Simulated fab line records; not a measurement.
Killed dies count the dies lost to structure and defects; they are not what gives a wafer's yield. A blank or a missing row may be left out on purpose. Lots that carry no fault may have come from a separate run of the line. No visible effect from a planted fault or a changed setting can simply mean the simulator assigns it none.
2 desks, one fault / flow sky130 / each desk has only its own numbers; what lay behind them comes last

## METROLOGY DESK
Lot by lot, what the gauges showed, no matter which tool ran the lot: averages of those sampled wafers that carry a number. A lot is out of limits, marked OUT, if its mean lies more than 4 standard deviations from the usual mean; the brackets give that distance.
Columns: A = cd nm at SKY_FIELD_ISO_CD_MEAS_13, usual 149.6 nm; B = NWELL_TW at SKY_NWELL_TW_MEAS_15, usual 1829
lot=L704; first seen here=day 2 04:47; A=151.3; B=1804
lot=L705; first seen here=day 2 13:52; A=148.8; B=1840
lot=L708; first seen here=day 3 02:58; A=150.7; B=1849
lot=L709; first seen here=day 3 08:11; A=148.5; B=1811
lot=L712; first seen here=day 4 01:44; A=149.6; B=1812
lot=L713; first seen here=day 4 04:39; A=149.5; B=1827
lot=L714; first seen here=day 4 10:19; A=148.9; B=1818
lot=L715; first seen here=day 4 18:28; A=151.2; B=1824
lot=L716; first seen here=day 4 22:08; A=152.2; B=1833
lot=L718; first seen here=day 5 05:03; A=149.1; B=1828
lot=L719; first seen here=day 5 10:25; A=150.1; B=1823
lot=L725; first seen here=day 6 18:04; A=126.0 (-17) OUT; B=1815
lot=L726; first seen here=day 7 00:34; A=124.1 (-18) OUT; B=1835
This desk finds L725, L726 out of limits, L725 being first, at day 6 18:04 (cd nm at SKY_FIELD_ISO_CD_MEAS_13). Within limits: L704, L705, L708, L709, L712, L713, L714, L715, L716, L718, L719.

## TOOL OWNER'S DESK, krf scanner-02
The tool's own readings at SKY_FIELD_ISO_EXPOSE_10 (exposes mask FOM, target cd 150 nm): means of the sampled wafers that have a number, for each lot that ran on this tool. A lot is out of limits, marked OUT, if its mean lies more than 4 standard deviations from the usual mean; the brackets give that distance.
Columns: A = reticle temp C at SKY_FIELD_ISO_EXPOSE_10, usual 22.99 C; B = stage vel mm s at SKY_FIELD_ISO_EXPOSE_10, usual 500.05 mm/s
lot=L704; first seen here=day 1 21:31; A=23.08; B=499.87
lot=L705; first seen here=day 2 06:36; A=23.12; B=499.96
lot=L708; first seen here=day 2 19:40; A=23.01; B=499.82
lot=L709; first seen here=day 3 00:18; A=22.99; B=500.08
lot=L712; first seen here=day 3 17:46; A=23.05; B=500.11
lot=L713; first seen here=day 3 19:52; A=22.95; B=499.44
lot=L715; first seen here=day 4 09:52; A=23.07; B=500.06
lot=L718; first seen here=day 4 20:27; A=23.05; B=500.06
lot=L725; first seen here=day 6 08:32; A=22.95; B=500.16
lot=L726; first seen here=day 6 15:16; A=23.04; B=500.00
This desk's finding: nothing out of limits on any of the 10 lots.

## BROUGHT TOGETHER
On L725, L726, the metrology desk was in a position to raise an alarm at day 6 18:04.
The tool owner's desk saw nothing out of limits.
On record at the tool owner's desk: L725, L726, within its limits.
Every lot named ran SKY_FIELD_ISO_EXPOSE_10 on krf scanner-02.

## WHAT THE SIMULATOR PUT IN
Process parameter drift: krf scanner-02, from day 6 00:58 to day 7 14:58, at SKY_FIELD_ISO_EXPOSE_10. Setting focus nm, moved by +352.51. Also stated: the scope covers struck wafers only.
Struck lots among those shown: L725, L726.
Delay in hours, fault start to first out-of-limits reading, per desk: metrology desk 17.
